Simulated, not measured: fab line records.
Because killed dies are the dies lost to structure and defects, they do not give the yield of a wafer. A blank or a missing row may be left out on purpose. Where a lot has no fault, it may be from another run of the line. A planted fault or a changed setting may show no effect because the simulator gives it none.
The same fault as seen by 2 desks :: flow gf180mcu :: each desk has only its own numbers; what lay behind them comes last

## METROLOGY DESK
What the gauges read, lot by lot, whatever tool the lot ran on: means of the sampled wafers that have a number. If a lot's mean is further than 4 standard deviations from the usual mean, the lot is out of limits and carries the mark OUT (the distance appears in the brackets).
Columns: A = cd-nm at GF_M2_CD_MEAS_14, usual 279.7 nm; B = cd-nm at GF_V2_CD_MEAS_14, usual 259.8 nm; C = V2_OVL at GF_V2_OVL_MEAS_15, usual 4 nm
lot: L741
first seen here: day 19 06:21
A: 279.2
B: 260.2
C: 3

lot: L743
first seen here: day 20 00:49
A: 279.6
B: 257.0
C: -2

lot: L744
first seen here: day 20 14:06
A: 278.5
B: 259.0
C: -4

lot: L745
first seen here: day 20 21:18
A: 279.0
B: 259.8
C: 6

lot: L747
first seen here: day 21 17:34
A: 279.8
B: 268.2 (+6.5) OUT
C: 0

lot: L750
first seen here: day 23 01:03
A: 280.0
B: 266.6 (+5.2) OUT
C: 7

lot: L757
first seen here: day 25 02:01
A: 282.8
B: 258.4
C: 5

lot: L758
first seen here: day 25 07:23
A: 279.9
B: 261.9
C: -0

lot: L759
first seen here: day 25 13:48
A: 279.4
B: 260.5
C: 4

lot: L760
first seen here: day 26 00:06
A: 277.8
B: 261.9
C: 1

lot: L761
first seen here: day 26 08:38
A: 278.6
B: 259.6
C: -2

lot: L763
first seen here: day 26 17:33
A: 279.8
B: 260.1
C: 6

lot: L764
first seen here: day 27 02:19
A: 280.3
B: 259.3
C: 6
This desk's finding: out of limits on L747, L750; first on L747, day 22 19:02 (cd-nm at GF_V2_CD_MEAS_14). L741, L743, L744, L745, L757, L758, L759, L760, L761, L763, L764: within limits.

## TOOL OWNER'S DESK, litho-track-03
The tool's own readings at GF_V2_PEB_12 (peb time 90 s): means of the sampled wafers that have a number, for each lot that ran on this tool. If a lot's mean is further than 4 standard deviations from the usual mean, the lot is out of limits and carries the mark OUT (the distance appears in the brackets).
Columns: A = heater-power-total-W at GF_V2_PEB_12, usual 85.70 W; B = plate-temp-C at GF_V2_PEB_12, usual 134.98 C
lot: L741
first seen here: day 20 07:43
A: 85.69
B: 135.16

lot: L743
first seen here: day 21 02:18
A: 85.71
B: 135.12

lot: L744
first seen here: day 21 14:58
A: 85.66
B: 134.94

lot: L747
first seen here: day 22 18:42
A: 88.75 (+37) OUT
B: 138.52 (+25) OUT

lot: L750
first seen here: day 24 01:31
A: 88.67 (+36) OUT
B: 138.63 (+26) OUT

lot: L758
first seen here: day 26 05:09
A: 85.69
B: 135.21

lot: L764
first seen here: day 27 22:45
A: 85.61
B: 135.00
This desk's finding: out of limits on L747, L750; first on L747, day 22 18:42 (heater-power-total-W at GF_V2_PEB_12). L741, L743, L744, L758, L764: within limits.

## PUT TOGETHER
The tool owner's desk could have raised an alarm at day 22 18:42, on L747, L750.
Metrology desk: alarm possible at day 22 19:02 on L747, L750.
All the named lots went through GF_V2_PEB_12 on litho-track-03.

## WHAT THE SIMULATOR HAD PUT IN
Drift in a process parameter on litho-track-03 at GF_V2_PEB_12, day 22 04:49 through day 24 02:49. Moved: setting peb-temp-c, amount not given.
Struck lots among those shown: L747, L750.
Hours from the fault's start to each desk's first reading out of limits: the tool owner's desk, 14; the metrology desk, 14.
